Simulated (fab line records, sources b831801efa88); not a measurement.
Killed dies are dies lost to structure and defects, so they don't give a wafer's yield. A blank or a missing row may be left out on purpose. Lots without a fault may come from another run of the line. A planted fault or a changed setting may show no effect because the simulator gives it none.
A struck lot beside a sound one | flow sky130 | 15 steps out of a route of 708
Sound: wafers L602.1, L602.3, L602.6. Struck: wafers L611.2, L611.4, L611.6. The cause comes at the end.
At each step with rows: each side's tool, then ch and its chambers, then its first start. Under that, the readings that differ: sound wafers | struck wafers | difference of the means | sigmas: that difference in standard deviations of wafers without a fault.
alike: readings whose means differ by less than 2 such deviations, and words and numbers that are the same on both sides. not compared: withheld readings, readings that some wafer has no value for, bounds like >300 that may hide the same value, and numbers for which the record gives no deviation and whose values overlap.
The two part at a step that has a row with sigmas, a row that says differs or no value, or rows on one side only. Numbers that don't overlap but have no deviation are shown without sigmas and don't part them. A reading that every wafer of one side lacks parts them only if that side has two wafers or more.

first, 5 steps without rows for these wafers: SKY_LI_CONTACT_COAT_07 (resist thk 450 nm); SKY_LI_CONTACT_SOFTBAKE_08 (time 90 s); SKY_LI_CONTACT_EXPOSE_09 (exposes mask LICM1, target cd 170 nm); SKY_LI_CONTACT_PEB_10; SKY_LI_CONTACT_DEVELOP_11 (develop time 60 s).
SKY_LI_CONTACT_CD_MEAS_12: target cd 170 nm.
  sound on cd_sem-02, day 29 10:08; struck on cd_sem-01, day 33 00:52
  alike: cd_nm
SKY_LI_CONTACT_OVL_MEAS_13:
  sound on overlay-02, day 29 10:15; struck on overlay-01, day 33 00:58
  alike: LI_CONTACT_OVL
SKY_LI_CONTACT_ETCH_14: etches BARC in N2/H2, stops on SiO2, time 45.9 s, target depth 60 nm.
  sound on rie_diel-04 ch 1,3, day 29 10:17; struck on rie_diel-02 ch 1,3, day 33 00:59
  reading                     | sound       | struck      | difference | sigmas
  drypump_motor_current_A (A) | 5.2 5.2 5.2 | 6.4 6.1 6.1 | +1.0       | +2
  alike: oes_product_au, throttle_valve_pct
  not compared: rf_hours_counter_h
SKY_LI_CONTACT_ETCH_15: etches PSG in C4F8/O2/Ar, stops on Si, target depth 600 nm.
  sound on rie_diel-04 ch 1,3, day 29 10:19; struck on rie_diel-02 ch 1,3, day 33 01:02
  alike: oes_product_au
SKY_LI_CONTACT_STRIP_16: strips in O2/N2.
  sound on plasma_asher-04 ch 0,1, day 29 10:25; struck on plasma_asher-04 ch 0, day 33 01:07
  alike: drypump_motor_current_A, oes_product_au, strip_time_to_endpoint_s
  not compared: rf_hours_counter_h
then, 2 steps without rows for these wafers: SKY_LI_CONTACT_CLEAN_17 (cleans in NMP, time 600 s); SKY_LI_CONTACT_PRE_CLEAN_18 (time 5.6 s).
SKY_LI_CONTACT_SPUTTER_19: material Ti, target thk 20 nm, time 106.37 s.
  sound on pvd_sputter-03, day 29 10:43; struck on pvd_sputter-04, day 33 01:25
  reading                                       | sound             | struck           | difference | sigmas
  model.Ti_of_LI_CONTACT_SPUTTER_19.thk_nm (nm) | 19.68 19.89 19.82 | 21.6 21.63 21.61 | +1.8       |
  alike: throttle_valve_pct
SKY_LI_CONTACT_SPUTTER_20: material TiN, target thk 20 nm, time 80 s.
  sound on pvd_sputter-03, day 29 10:48; struck on pvd_sputter-04, day 33 01:29
  alike: throttle_valve_pct
-- the record jumps here: 16 days lie between the struck wafers' starts before and after (it left off in module LI_CONTACT and takes up again in module PAD_OPEN, whose first step shown is number 708 of the route) --
SKY_PAD_OPEN_PROBE_99:
  sound on prober-02, day 46 00:12; struck on prober-01, day 48 14:28
  alike: killed_at_M0_to_M3, killed_at_M4_up, killed_at_contacts, killed_at_front_end, killed_at_other, killed_dies, killed_open, killed_short

WHERE THEY PART
Only at SKY_LI_CONTACT_ETCH_14, within this record. Later steps at which nothing parts them and some readings are alike: SKY_LI_CONTACT_ETCH_15, SKY_LI_CONTACT_STRIP_16, SKY_LI_CONTACT_SPUTTER_19, SKY_LI_CONTACT_SPUTTER_20, SKY_PAD_OPEN_PROBE_99.

WHY: what the simulator had put in
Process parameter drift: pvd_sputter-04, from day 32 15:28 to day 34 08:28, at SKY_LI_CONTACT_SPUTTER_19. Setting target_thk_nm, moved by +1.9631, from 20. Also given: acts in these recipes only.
